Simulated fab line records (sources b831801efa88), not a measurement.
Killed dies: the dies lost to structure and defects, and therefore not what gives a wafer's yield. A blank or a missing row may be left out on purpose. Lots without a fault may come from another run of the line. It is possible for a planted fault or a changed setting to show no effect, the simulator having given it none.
A lot that was struck, set against a sound lot || flow sky130 || 15 out of 708 route steps
Sound: the wafers L591.1, L591.3, L591.6. Struck: wafer L600.6. (L600.3, L600.4 of the same lot were not struck and are left out.) The cause comes at the end.
Order at every step that has rows: each side's tool, ch and its chambers, its first start. Under that, the readings that differ: sound wafers || struck wafers || difference of the means || sigmas: that difference in standard deviations of wafers without a fault.
alike: readings with means less than 2 such deviations apart, plus words and numbers identical on both sides. not compared: withheld readings, readings lacking a value on some wafer, bounds such as >300 that could conceal the same value, and numbers that have no deviation in the record and whose values overlap.
Wherever a step has rows on one side only, a row that says differs or no value, or a row with sigmas, the two part there. Numbers that have no deviation but don't overlap get no sigmas and don't part them. Lack of a reading on every wafer of one side parts them only where that side has two or more wafers.

SKY_VIA3_CMP_02: polishes SiO2.
  sound on cmp-01 ch 1,2, day 39 21:14; struck on cmp-01 ch 2, day 42 22:35
  alike: motor_current_A
SKY_VIA3_BOW_MEAS_03:
  sound on film_metro-02, day 39 21:32; struck on film_metro-04, day 42 22:52
{"reading": "VIA3_BOW (um)", "sound": "89 101 93", "struck": 75, "difference": -19, "sigmas": -2}
then, 8 steps without rows for these wafers: SKY_VIA3_DEHYDRATE_04 (time 60 s); SKY_VIA3_HMDS_05 (prime time 60 s); SKY_VIA3_COAT_06 (resist thk 60 nm); SKY_VIA3_COAT_07 (resist thk 450 nm); SKY_VIA3_SOFTBAKE_08 (time 90 s); SKY_VIA3_EXPOSE_09 (exposes mask VIM3, target cd 200 nm); SKY_VIA3_PEB_10; SKY_VIA3_DEVELOP_11 (develop time 60 s).
SKY_VIA3_CD_MEAS_12 targets a cd of 200 nm.
  sound on cd_sem-02, day 40 21:37; struck on cd_sem-02, day 43 21:44
  alike: cd_nm
SKY_VIA3_OVL_MEAS_13:
  sound on overlay-02, day 40 21:44; struck on overlay-02, day 43 21:49
  alike: VIA3_OVL
SKY_VIA3_ETCH_14: etches BARC in N2/H2, stops on SiO2, time 45.9 s, target depth 60 nm.
  sound on rie_diel-01 ch 1,2, day 40 21:46; struck on rie_diel-04 ch 1, day 43 21:50
{"reading": "oes_product_au (a.u.)", "sound": "0.857 0.852 0.857", "struck": 0.881, "difference": "+0.026", "sigmas": "+5"}
  alike: chamber_pressure_mTorr, drypump_motor_current_A, h2_flow_sccm, throttle_valve_pct
  not compared: rf_hours_counter_h
SKY_VIA3_ETCH_15: etches SiO2 in C4F8/O2/Ar, stops on TiN, target depth 507 nm, time 78 s.
  sound on rie_diel-01 ch 1,2, day 40 21:49; struck on rie_diel-04 ch 1, day 43 21:53
  alike: chamber_pressure_mTorr, oes_product_au
  not compared: rf_hours_counter_h
-- the record jumps here: 5 days lie between the struck wafers' starts before and after (it left off in module VIA3 and takes up again in module PAD_OPEN, whose first step shown is number 708 of the route) --
SKY_PAD_OPEN_PROBE_99:
  sound on prober-01, day 46 19:29; struck on prober-02, day 49 09:08
  alike: defect_limited_yield, killed_at_M0_to_M3, killed_at_M4_up, killed_at_contacts, killed_at_front_end, killed_at_other, killed_dies, killed_on_rim, killed_open, killed_short, sort_bin_3_pad_short, sort_bin_5_function, sort_bin_6_memory, sort_n_pass, sort_yield_pct

## WHERE THEY PART
Earliest at SKY_VIA3_BOW_MEAS_03; latest, in this record, at SKY_VIA3_ETCH_14. Later steps at which nothing parts them and some readings are alike: SKY_VIA3_ETCH_15, SKY_PAD_OPEN_PROBE_99.

WHY: what the simulator had put in
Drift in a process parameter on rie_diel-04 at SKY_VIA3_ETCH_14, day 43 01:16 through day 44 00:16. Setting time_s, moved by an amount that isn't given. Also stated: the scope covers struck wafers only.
